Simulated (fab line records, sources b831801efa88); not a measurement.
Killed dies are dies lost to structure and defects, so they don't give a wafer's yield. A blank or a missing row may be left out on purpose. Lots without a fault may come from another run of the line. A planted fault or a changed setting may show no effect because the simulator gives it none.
Problem report in the 8D (eight disciplines) form, filled by code | flow sfq_line | the parts of the form that need people (team, actions taken, sign-off) are left out

1. THE PROBLEM
R5_MONX_RS at SFQ_R5_RS_MEAS_933 reads a mean of 11.11 ohm/sq on 2 wafers of 2 lots; wafers without a fault read 7.01 ohm/sq with a standard deviation of 0.074. That is +55 standard deviations from the usual mean.
The step: measures by four-point-probe.
First seen on wafer L103.4, day 62 22:46, on film_metro-03. The record holds 42 wafers of 14 lots with a number at this step. Rule for "out", or "out of limits": more than 4 standard deviations from the usual mean. The other wafers with a number count as sound.

2. WHAT IT IS AND WHAT IT IS NOT
question                    | is                | is not
which readings at this step | R5_MONX_RS        | -
which lots                  | L103, L106        | L100, L102, L107, L984, L985, L987, L988, L989, L990, L991, L992, L994
which wafers of those lots  | L103.4, L106.4    | L103.3, L103.6, L106.3, L106.5
read on which gauges        | film_metro-03     | film_metro-01, film_metro-04
when                        | from day 62 22:46 | up to then (35 sound wafers); but 5 sound wafers of L106, L107 came after

3. SUSPECTS, AND WHAT RULES EACH OUT
Counting: a tool at a process step up to the reading stays a suspect if it ran every lot that is out. Sound lots after the first of them don't rule it out here, since some wafers of a struck lot are sound.
- the gauge at SFQ_R5_RS_MEAS_933: kept. All the wafers that are out were read on film_metro-03, and no step on other tools shows them out.
- cmp-02 at SFQ_TRILAYER_I1_CMP_CMP_046 (polishes SiO2): kept. It ran every lot that is out, first L103 (day 21 15:38); its last sound lot up to then is L100 (day 20 15:38).
- pvd_sputter-03 at SFQ_TRILAYER_R5_DEP_SPUTTER_133 (material MoNx, target thk 40 nm, time 66.7 s): kept. It ran every lot that is out, first L103 (day 62 22:39); its last sound lot up to then is L988 (day 58 14:34).
- Within cmp-02 at SFQ_TRILAYER_I1_CMP_CMP_046: the wafers that are out ran in chamber 2; their sound lot-mates ran in chambers 0, 1.
Left after counting: cmp-02 at SFQ_TRILAYER_I1_CMP_CMP_046, pvd_sputter-03 at SFQ_TRILAYER_R5_DEP_SPUTTER_133, film_metro-03 at SFQ_R5_RS_MEAS_933.

4. THE CAUSE (what the simulator had put in)
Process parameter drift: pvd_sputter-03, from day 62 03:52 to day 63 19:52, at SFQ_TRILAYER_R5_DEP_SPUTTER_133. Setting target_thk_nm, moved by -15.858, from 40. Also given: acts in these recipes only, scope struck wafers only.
Counting left 3 suspects, and this tool is among them.

5. THE CHAIN OF EFFECTS, in route order
Each row: a reading whose mean over the struck wafers that have a number lies more than 3 standard deviations from the usual. Only readings for which the record gives a usual standard deviation are gone through. hours: the time from each lot's start at the first step in this table that gives one to its start at this step, as a median over the lots. sigmas: the change in usual standard deviations.
hours | step                | reading     | usual       | on struck wafers | change | sigmas
0     | SFQ_R5_RS_MEAS_933  | R5_MONX_RS  | 7.01 ohm/sq | 11.11            | +4.10  | +55
0     | SFQ_R5_THK_MEAS_934 | R5_MONX_THK | 40.6 nm     | 24.9             | -15.8  | -28

6. WHAT WOULD HAVE CAUGHT IT SOONER
In this record the first reading out of limits at a measuring or inspecting step was taken at day 62 22:46, 19 hours after the fault began at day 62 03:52.
Of the tool readings at SFQ_TRILAYER_R5_DEP_SPUTTER_133 for which the record gives a usual standard deviation, none was out on any struck wafer, so an alarm limit of 4 standard deviations on them would not have fired.
Of the lots that are out (2), L106 began SFQ_TRILAYER_R5_DEP_SPUTTER_133 on pvd_sputter-03 after day 62 22:46. A hold on the tool at that time would have spared it.
